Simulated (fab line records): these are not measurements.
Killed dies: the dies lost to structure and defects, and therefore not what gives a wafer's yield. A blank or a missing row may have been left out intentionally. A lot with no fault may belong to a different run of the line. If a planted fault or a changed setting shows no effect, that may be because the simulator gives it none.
Which tool is to blame? | flow sky130 | 12 lots, 36 wafers sampled, at 5 steps of a route of 708

== WHAT EACH GAUGE READ, for each wafer ==
SKY_VT_ADJUST_NCORE_CD_MEAS_07 targets a cd of 380 nm.
lot  | measured     | on       | cdNm (nm)
L898 | day 8 10:38  | cdSem-02 | 377.6 378.2 377.7
L900 | day 9 05:11  | cdSem-02 | 379.8 381.1 381.2
L902 | day 9 15:14  | cdSem-02 | 383.9 385.2 383.7
L903 | day 10 03:28 | cdSem-02 | 382.5 380.3 380.9
L904 | day 10 05:37 | cdSem-02 | 377.2 379.2 378.4
L905 | day 10 13:28 | cdSem-02 | 381.1 382.7 381.9
L913 | day 13 04:08 | cdSem-01 | 370.2 366.3 368.4 370.5 366.0 368.6
L914 | day 13 11:55 | cdSem-02 | 364.1 368.7 364.2 363.8 368.7 364.1
L916 | day 13 22:01 | cdSem-02 | 379.6 377.8 378.3
L917 | day 14 08:56 | cdSem-02 | 382.9 380.9 382.5
L920 | day 15 21:10 | cdSem-02 | 381.7 380.1 380.6
L921 | day 15 21:40 | cdSem-02 | 376.9 376.3 378.5

SKY_LI_CONTACT_OVL_MEAS_13.
lot  | measured     | on         | LI_CONTACT_OVL (nm)
L898 | day 29 00:23 | overlay-02 | 8 -2 13
L900 | day 29 16:03 | overlay-02 | 9 5 -2
L902 | day 30 10:06 | overlay-02 | 2 1 3
L903 | day 31 02:57 | overlay-01 | 10 7 4
L904 | day 31 16:46 | overlay-02 | -1 -2 1
L905 | day 31 17:45 | overlay-02 | -9 -4 -1
L913 | day 34 08:28 | overlay-02 | -7 -4 -10
L914 | day 34 14:15 | overlay-01 | 3 -5 -8
L916 | day 35 06:38 | overlay-01 | 1 -10 -11
L917 | day 35 15:11 | overlay-01 | -1 -3 7
L920 | day 37 03:05 | overlay-01 | -1 9 6
L921 | day 37 02:45 | overlay-02 | -6 2 -5

== WHAT TOOL EACH LOT RAN ON (gives the tool, then ch and the chambers of the sampled wafers, and finally the start) ==
lot  | SKY_DNWELL_STRIP_08                | SKY_VT_ADJUST_NCORE_DEVELOP_06   | SKY_VT_ADJUST_NCORE_STRIP_10
L898 | plasmaAsher-01 ch 0,1, day 3 02:35 | lithoTrack-04 ch 0, day 8 10:29  | plasmaAsher-02 ch 0,1, day 8 11:01
L900 | plasmaAsher-04 ch 0,1, day 3 16:05 | lithoTrack-01 ch 0, day 9 05:03  | plasmaAsher-03 ch 0,1, day 9 05:29
L902 | plasmaAsher-03 ch 0, day 4 00:08   | lithoTrack-04 ch 0, day 9 15:05  | plasmaAsher-02 ch 0,1, day 9 15:32
L903 | plasmaAsher-04 ch 0,1, day 4 05:31 | lithoTrack-03 ch 0, day 10 03:19 | plasmaAsher-02 ch 0,1, day 10 03:46
L904 | plasmaAsher-03 ch 1, day 4 10:43   | lithoTrack-01 ch 0, day 10 05:28 | plasmaAsher-04 ch 0,1, day 10 05:56
L905 | plasmaAsher-03 ch 0,1, day 4 17:46 | lithoTrack-03 ch 0, day 10 13:19 | plasmaAsher-03 ch 0,1, day 10 13:46
L913 | plasmaAsher-01 ch 0,1, day 6 16:26 | lithoTrack-03 ch 0, day 13 03:59 | plasmaAsher-03 ch 0,1, day 13 07:43
L914 | plasmaAsher-04 ch 0,1, day 6 23:16 | lithoTrack-03 ch 0, day 13 11:46 | plasmaAsher-02 ch 0,1, day 13 16:16
L916 | plasmaAsher-01 ch 1, day 7 08:40   | lithoTrack-01 ch 0, day 13 21:52 | plasmaAsher-03 ch 0,1, day 13 22:20
L917 | plasmaAsher-03 ch 0,1, day 7 12:52 | lithoTrack-04 ch 0, day 14 08:47 | plasmaAsher-02 ch 0,1, day 14 09:14
L920 | plasmaAsher-04 ch 1, day 8 15:43   | lithoTrack-01 ch 0, day 15 21:01 | plasmaAsher-03 ch 0, day 15 21:29
L921 | plasmaAsher-01 ch 0,1, day 8 16:06 | lithoTrack-04 ch 0, day 15 21:32 | plasmaAsher-04 ch 0,1, day 15 21:58
- SKY_DNWELL_STRIP_08: strips in O2/N2.
- SKY_VT_ADJUST_NCORE_DEVELOP_06: develop time 60 s.
- SKY_VT_ADJUST_NCORE_STRIP_10: strips in O2/N2.

== AS READ BY THE TOOLS THEMSELVES (means over the sampled wafers that have a number; for cases with no such wafer, the mark the record gives instead) ==
SKY_DNWELL_STRIP_08.
lot  | tool           | drypumpMotorCurrentA (A) | oesProductAu (a.u.) | stripTimeToEndpointS (s)
L898 | plasmaAsher-01 | 5.2                      | 0.721               | 37.11
L900 | plasmaAsher-04 | 6.1                      | 0.724               | 36.92
L902 | plasmaAsher-03 | 5.9                      | 0.722               | 36.84
L903 | plasmaAsher-04 | 6.0                      | 0.722               | 37.17
L904 | plasmaAsher-03 | 6.5                      | 0.725               | 37.09
L905 | plasmaAsher-03 | 6.1                      | 0.720               | 36.99
L913 | plasmaAsher-01 | 5.2                      | 0.721               | 36.97
L914 | plasmaAsher-04 | 6.0                      | 0.727               | 36.87
L916 | plasmaAsher-01 | 5.2                      | 0.724               | 36.91
L917 | plasmaAsher-03 | 6.3                      | 0.719               | 36.98
L920 | plasmaAsher-04 | 6.0                      | 0.720               | 37.06
L921 | plasmaAsher-01 | 5.2                      | 0.720               | 36.86

SKY_VT_ADJUST_NCORE_STRIP_10.
lot  | tool           | drypumpMotorCurrentA (A) | oesProductAu (a.u.) | stripTimeToEndpointS (s)
L898 | plasmaAsher-02 | 5.7                      | 0.716               | 14.15
L900 | plasmaAsher-03 | 6.3                      | 0.714               | 14.15
L902 | plasmaAsher-02 | 5.7                      | 0.711               | 14.12
L903 | plasmaAsher-02 | 5.7                      | 0.712               | 14.18
L904 | plasmaAsher-04 | 6.0                      | 0.716               | 14.21
L905 | plasmaAsher-03 | 6.1                      | 0.713               | 14.16
L913 | plasmaAsher-03 | 6.1                      | 0.717               | 14.12
L914 | plasmaAsher-02 | 5.6                      | 0.713               | 14.13
L916 | plasmaAsher-03 | 6.3                      | 0.715               | 14.18
L917 | plasmaAsher-02 | 5.6                      | 0.715               | 14.12
L920 | plasmaAsher-03 | 5.9                      | 0.713               | 14.17
L921 | plasmaAsher-04 | 6.0                      | 0.714               | 14.13

== THE ANSWER, worked out from the rows above alone ==
Rule: usual is defined by the lots themselves. Put in order of their means at a reading, lots are off if they are a third of the lots or fewer, leave a main group of 4 or more, and stand apart from it by a gap of 3 or more times the standard deviation of the main group's means; of several such gaps the widest counts. A main group whose means are all the same, to the digits that the tables above print for the reading, isn't used. A lot without any number at a reading at which 4 lots or more have one is off too. Any other lot the step has rows for is counted as sound. First the gauges in route order, then the tools' own readings, where a lot's mean is used as printed above. At the first step where some lot is off, the reading lying furthest off is the one used; lots without a number count as furthest.
Off: L913, L914 (SKY_VT_ADJUST_NCORE_CD_MEAS_07, cdNm). Main group: mean 380.3 nm, sd 2.1.
A tool fits if, at a process step before that reading, it ran every lot that is off, and no sound lot after the first of them. Those tools and the gauges at SKY_VT_ADJUST_NCORE_CD_MEAS_07 are tried in the same way. One fits: SKY_VT_ADJUST_NCORE_DEVELOP_06 on lithoTrack-03. A fault onset in the window from L905 (day 10 13:19, its last sound lot) to L913 (day 13 03:59, its first lot off) fits.

== WHAT HAD BEEN PUT IN BY THE SIMULATOR ==
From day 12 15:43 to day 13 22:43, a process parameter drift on lithoTrack-03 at SKY_VT_ADJUST_NCORE_DEVELOP_06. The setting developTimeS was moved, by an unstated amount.
Lots struck among those shown: L913, L914. The same result came from the rule above.
